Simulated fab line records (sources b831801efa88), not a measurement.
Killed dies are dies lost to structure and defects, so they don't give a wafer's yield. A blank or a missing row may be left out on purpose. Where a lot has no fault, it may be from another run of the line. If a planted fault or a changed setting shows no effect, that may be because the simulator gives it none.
Check of tool commonality :: flow sky130 :: 12 lots, 45 wafers sampled

## THE REASON FOR OPENING IT
Of 12 lots, 3 have the reading VT_ADJUST_LVTN_2_TW flagged at SKY_VT_ADJUST_LVTN_TW_MEAS_21. Wafers without a fault read 187.9, standard deviation 0.92.
Rule: a lot is flagged in two cases, either no wafer of it has a number, or all its wafers with numbers fall more than 4 standard deviations from that mean. As for the other lots, they are considered sound.

lot: L438
measured: day 8 06:19
on: film_metro-02
VT_ADJUST_LVTN_2_TW, wafer by wafer: 187.2 187.1 187.1
flag: 

lot: L439
measured: day 8 11:47
on: film_metro-02
VT_ADJUST_LVTN_2_TW, wafer by wafer: 187.3 186.8 188.0
flag: 

lot: L440
measured: day 8 22:20
on: film_metro-04
VT_ADJUST_LVTN_2_TW, wafer by wafer: 189.1 189.3 187.9
flag: 

lot: L443
measured: day 9 15:25
on: film_metro-03
VT_ADJUST_LVTN_2_TW, wafer by wafer: 186.8 185.9 187.3
flag: 

lot: L444
measured: day 10 00:37
on: film_metro-04
VT_ADJUST_LVTN_2_TW, wafer by wafer: 187.4 188.7 189.1
flag: 

lot: L445
measured: day 10 07:16
on: film_metro-04
VT_ADJUST_LVTN_2_TW, wafer by wafer: 188.9 190.3 188.5
flag: 

lot: L449
measured: day 11 10:35
on: film_metro-02
VT_ADJUST_LVTN_2_TW, wafer by wafer: 187.5 186.9 187.9
flag: 

lot: L453
measured: day 13 10:05
on: film_metro-04
VT_ADJUST_LVTN_2_TW, wafer by wafer: 265.3 267.5 267.0 267.0 265.7 266.6
flag: FLAGGED

lot: L455
measured: day 13 17:40
on: film_metro-02
VT_ADJUST_LVTN_2_TW, wafer by wafer: 267.9 268.3 269.5 269.5 269.8 268.9
flag: FLAGGED

lot: L454
measured: day 13 18:20
on: film_metro-04
VT_ADJUST_LVTN_2_TW, wafer by wafer: 268.5 267.0 268.4 267.3 267.4 266.5
flag: FLAGGED

lot: L458
measured: day 14 05:26
on: film_metro-03
VT_ADJUST_LVTN_2_TW, wafer by wafer: 188.6 188.5 189.3
flag: 

lot: L459
measured: day 14 15:10
on: film_metro-03
VT_ADJUST_LVTN_2_TW, wafer by wafer: 188.3 188.2 188.7
flag: 
The mean of the flagged lots' numbers is 267.7, +79.8 from the usual (+87 standard deviations).

## TOOL THAT RAN EACH LOT
The record keeps 1 process step preceding the reading, out of 708 steps on the route. Every cell lists first the tool, next ch and the chambers used by the sampled wafers, and last the start.
lot: L438
flag: 
SKY_VT_ADJUST_LVTN_COAT_02: litho_track-03 ch 0, day 6 23:59

lot: L439
flag: 
SKY_VT_ADJUST_LVTN_COAT_02: litho_track-04 ch 0, day 7 05:19

lot: L440
flag: 
SKY_VT_ADJUST_LVTN_COAT_02: litho_track-04 ch 0, day 7 15:26

lot: L443
flag: 
SKY_VT_ADJUST_LVTN_COAT_02: litho_track-04 ch 0, day 8 07:29

lot: L444
flag: 
SKY_VT_ADJUST_LVTN_COAT_02: litho_track-02 ch 0, day 8 15:56

lot: L445
flag: 
SKY_VT_ADJUST_LVTN_COAT_02: litho_track-03 ch 0, day 8 21:19

lot: L449
flag: 
SKY_VT_ADJUST_LVTN_COAT_02: litho_track-02 ch 0, day 9 23:04

lot: L453
flag: FLAGGED
SKY_VT_ADJUST_LVTN_COAT_02: litho_track-03, day 11 20:04

lot: L455
flag: FLAGGED
SKY_VT_ADJUST_LVTN_COAT_02: litho_track-03, day 12 03:37

lot: L454
flag: FLAGGED
SKY_VT_ADJUST_LVTN_COAT_02: litho_track-02, day 12 03:49

lot: L458
flag: 
SKY_VT_ADJUST_LVTN_COAT_02: litho_track-02 ch 0, day 12 15:04

lot: L459
flag: 
SKY_VT_ADJUST_LVTN_COAT_02: litho_track-02 ch 0, day 12 22:19
These steps, and what they do:
- SKY_VT_ADJUST_LVTN_COAT_02: resist thk 3000 nm.
- SKY_VT_ADJUST_LVTN_TW_MEAS_21

## FLAGGED AGAINST TOTAL, ONE TOOL AT A TIME (gauges that did the reading follow at the end)
step: SKY_VT_ADJUST_LVTN_COAT_02
tool: litho_track-02
lots run: 5
flagged: 1
share of the flagged lots: some
sound lots run after its first flagged lot: 2 (L458,L459)

step: SKY_VT_ADJUST_LVTN_COAT_02
tool: litho_track-03
lots run: 4
flagged: 2
share of the flagged lots: some
sound lots run after its first flagged lot: 0

step: SKY_VT_ADJUST_LVTN_COAT_02
tool: litho_track-04
lots run: 3
flagged: 0
share of the flagged lots: none
sound lots run after its first flagged lot: -

step: SKY_VT_ADJUST_LVTN_TW_MEAS_21
tool: film_metro-02
lots run: 4
flagged: 1
share of the flagged lots: some
sound lots run after its first flagged lot: 0

step: SKY_VT_ADJUST_LVTN_TW_MEAS_21
tool: film_metro-03
lots run: 3
flagged: 0
share of the flagged lots: none
sound lots run after its first flagged lot: -

step: SKY_VT_ADJUST_LVTN_TW_MEAS_21
tool: film_metro-04
lots run: 5
flagged: 2
share of the flagged lots: some
sound lots run after its first flagged lot: 0

## THE TABLE: WHAT IT ALLOWS
No row of the table ran every flagged lot.

## WHAT WAS PUT IN BY THE SIMULATOR
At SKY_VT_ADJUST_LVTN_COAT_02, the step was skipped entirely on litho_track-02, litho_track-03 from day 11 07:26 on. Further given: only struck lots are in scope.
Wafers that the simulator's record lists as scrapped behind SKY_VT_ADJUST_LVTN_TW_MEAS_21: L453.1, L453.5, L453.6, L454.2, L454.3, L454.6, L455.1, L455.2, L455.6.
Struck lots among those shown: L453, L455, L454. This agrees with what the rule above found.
